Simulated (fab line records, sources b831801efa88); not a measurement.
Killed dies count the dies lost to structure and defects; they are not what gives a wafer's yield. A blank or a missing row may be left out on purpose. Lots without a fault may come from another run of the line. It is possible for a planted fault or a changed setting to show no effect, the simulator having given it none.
Struck lot and sound lot, side by side || flow sky130 || 26 out of 708 route steps
Sound: wafers L972.2, L972.5, L972.6. Struck: wafers L987.1, L987.3, L987.5. At the end, the cause is stated.
Per side, at each step with rows, come the tool, then ch with its chambers, and then its first start. Under that, the readings that differ: sound wafers || struck wafers || difference of the means || sigmas: that difference in standard deviations of wafers without a fault.
alike: words and numbers the same on both sides, and readings whose means are apart by under 2 such deviations; not compared: readings that were withheld, readings missing a value for some wafer, numbers with overlapping values and no deviation given by the record, and bounds like >300 which may hide the same value.
A row with sigmas, a row that says differs or no value, or rows on one side alone: a step with any of these is where the two part. When numbers do not overlap yet have no deviation, they are printed without sigmas and do not part them. A reading that every wafer of one side lacks parts them only if that side has two wafers or more.

first, 8 steps without rows for these wafers: SKY_FIELD_ISO_DEHYDRATE_05 (time 60 s); SKY_FIELD_ISO_HMDS_06 (prime time 60 s); SKY_FIELD_ISO_COAT_07 (resist thk 60 nm); SKY_FIELD_ISO_COAT_08 (resist thk 450 nm); SKY_FIELD_ISO_SOFTBAKE_09 (time 90 s); SKY_FIELD_ISO_EXPOSE_10 (exposes mask FOM, target cd 150 nm); SKY_FIELD_ISO_PEB_11; SKY_FIELD_ISO_DEVELOP_12 (develop time 60 s).
SKY_FIELD_ISO_CD_MEAS_13 targets a cd of 150 nm.
  sound on cd_sem-02 at day 2 17:39; struck on cd_sem-02 at day 5 21:41
  alike: cd_nm
SKY_FIELD_ISO_ETCH_14: etches BARC in N2/H2, stops on SiO2, time 45.9 s, target depth 60 nm.
  sound on rie_diel-04 ch 0,3, day 2 17:45; struck on rie_diel-04 ch 2,3, day 5 21:48
  alike: drypump_motor_current_A, oes_product_au, throttle_valve_pct
  not compared: rf_hours_counter_h
SKY_FIELD_ISO_ETCH_15: etches the open film in CHF3/O2, stops on Si, target depth 180 nm, time 72 s.
  sound on rie_diel-04 ch 0,3, day 2 17:47; struck on rie_diel-04 ch 2,3, day 5 21:50
  alike: drypump_motor_current_A, oes_product_au, throttle_valve_pct
  not compared: rf_hours_counter_h
SKY_FIELD_ISO_STRIP_16: strips in O2/N2.
  sound on plasma_asher-04 ch 0,1, day 2 17:51; struck on plasma_asher-04 ch 0,1, day 5 21:54
{"reading": "oes_product_au (a.u.)", "sound": "0.375 0.374 0.373", "struck": "0.384 0.384 0.391", "difference": "+0.012", "sigmas": "+3"}
  alike: drypump_motor_current_A, strip_time_to_endpoint_s
  not compared: rf_hours_counter_h
SKY_FIELD_ISO_ETCH_17: etches Si in HBr/Cl2/O2, target depth 342 nm, time 97.7 s.
  sound on rie_si-02 ch 0,1,3, day 2 17:57; struck on rie_si-02 ch 0,3, day 5 22:00
{"reading": "oes_product_au (a.u.)", "sound": "0.999 1.004 1.002", "struck": "0.828 0.825 0.821", "difference": -0.177, "sigmas": -25}
{"reading": "throttle_valve_pct (%)", "sound": "25.661 25.655 25.665", "struck": "25.782 25.776 25.775", "difference": "+0.117", "sigmas": "+13"}
{"reading": "model.FIELD_ISO.feature_depth_nm (nm)", "sound": "343.7 343.3 343.7", "struck": "250.1 251.6 250.7", "difference": -92.8, "sigmas": ""}
{"reading": "model.etch.depth_nm (nm)", "sound": "343.7 343.3 343.7", "struck": "250.1 251.6 250.7", "difference": -92.8, "sigmas": ""}
{"reading": "model.Si3N4_of_FIELD_ISO_CVD_03.thk_nm (nm)", "sound": "149.6 149.1 149.4", "struck": "151.2 150.9 150.6", "difference": "+1.5", "sigmas": ""}
  alike: HBr_flow_sccm, drypump_motor_current_A
  not compared: rf_hours_counter_h
then, 5 steps without rows for these wafers: SKY_FIELD_ISO_WET_ETCH_18 (etches Si3N4 in H3PO4, target depth 25 nm, time 286 s); SKY_FIELD_ISO_CLEAN_19 (cleans in SC1/SC2, time 150 s); SKY_FIELD_ISO_CLEAN_20 (cleans in dHF, time 20 s); SKY_FIELD_ISO_WET_ETCH_21 (etches SiO2 in dHF, target depth 20 nm, time 400 s); SKY_FIELD_ISO_OXIDATION_22 (stabilise 600 s, purge 300 s, target thk 10 nm).
SKY_FIELD_ISO_THK_MEAS_23:
  sound on film_metro-02 at day 2 20:12; struck on film_metro-02 at day 5 23:31
  alike: FIELD_ISO_OXIDATION_01_THK
then, 1 step without rows for these wafers: SKY_FIELD_ISO_CVD_24 (deposits SiO2, target thk 595 nm, time 99.2 s).
SKY_FIELD_ISO_THK_MEAS_25:
  sound on film_metro-04 at day 2 20:20; struck on film_metro-03 at day 5 23:38
  alike: FIELD_ISO_CVD_24_THK
then, 1 step without rows for these wafers: SKY_FIELD_ISO_ANNEAL_26 (time 1800 s).
SKY_FIELD_ISO_CMP_27: polishes, stops on Si3N4, t overpolish 16 s, target thk 457.8 nm.
  sound on cmp-02 ch 0,1,3, day 2 22:02; struck on cmp-01 ch 1,3, day 6 01:15
{"reading": "time_to_endpoint_s (s)", "sound": "114 110 112", "struck": "105 105 105", "difference": -7, "sigmas": -2}
  alike: head_pressure_psi, motor_current_A, overpolish_run_s
SKY_FIELD_ISO_WET_ETCH_28: etches SiO2 in dHF, target depth 23.7 nm, time 47 s.
  sound on wet_bench-02 ch 0, day 2 22:11; struck on wet_bench-04 ch 0, day 6 01:30
{"reading": "model.Si3N4_of_FIELD_ISO_CVD_03.thk_nm (nm)", "sound": "119.3 119 119.1", "struck": "120.3 120 119.7", "difference": "+0.9", "sigmas": ""}
then, 1 step without rows for these wafers: SKY_FIELD_ISO_WET_ETCH_29 (etches Si3N4 in H3PO4, target depth 160 nm, time 1825 s).
-- record jumps: 44 days separate the struck wafers' starts on either side; left off in module FIELD_ISO, taken up again in module PAD_OPEN, whose first shown step is the route's number 708 --
SKY_PAD_OPEN_PROBE_99:
  sound on prober-01 at day 46 10:50; struck on prober-01 at day 49 20:21
{"reading": "model.etest.res_p_drift_20v.line_ohm_um", "sound": "1.226e+04 1.244e+04 1.235e+04", "struck": "8138 8050 8130", "difference": -4244, "sigmas": ""}
{"reading": "model.etest.res_p_drift_20v.rs_ohm_sq", "sound": "1.04e+04 1.04e+04 1.037e+04", "struck": "6716 6751 6791", "difference": -3637, "sigmas": ""}
{"reading": "model.etest.pfet_16v.r_on_ohm_um", "sound": "1.514e+04 1.515e+04 1.521e+04", "struck": "1.247e+04 1.255e+04 1.244e+04", "difference": -2.680e+03, "sigmas": ""}
{"reading": "model.etest.res_iso_pwell.rs_ohm_sq", "sound": "3110 3140 3130", "struck": "2047 2055 2053", "difference": -1075, "sigmas": ""}
{"reading": "model.etest.res_iso_pwell.line_ohm_um", "sound": "1172 1182 1185", "struck": "762.3 772.2 772", "difference": -410.8, "sigmas": ""}
{"reading": "model.etest.res_nwell.line_ohm_um", "sound": "1145 1156 1138", "struck": "894.4 876.8 905.3", "difference": -254.2, "sigmas": ""}
{"reading": "model.etest.res_nwell.rs_ohm_sq", "sound": "959.3 966.1 968", "struck": "727.1 729.2 735.3", "difference": -233.9, "sigmas": ""}
{"reading": "model.etest.cap_poly_to_well.c_af_um2", "sound": "90.06 93.6 91.24", "struck": "121.7 117.1 121.8", "difference": "+28.6", "sigmas": ""}
  alike: killed_at_M0_to_M3, killed_at_M4_up, killed_at_contacts, killed_at_front_end, killed_at_other, killed_dies, killed_open, killed_short

## WHERE THEY PART
Earliest at SKY_FIELD_ISO_STRIP_16; latest, in this record, at SKY_FIELD_ISO_CMP_27. Later steps at which nothing parts them and some readings are alike: SKY_PAD_OPEN_PROBE_99.

WHY: what the simulator had put in
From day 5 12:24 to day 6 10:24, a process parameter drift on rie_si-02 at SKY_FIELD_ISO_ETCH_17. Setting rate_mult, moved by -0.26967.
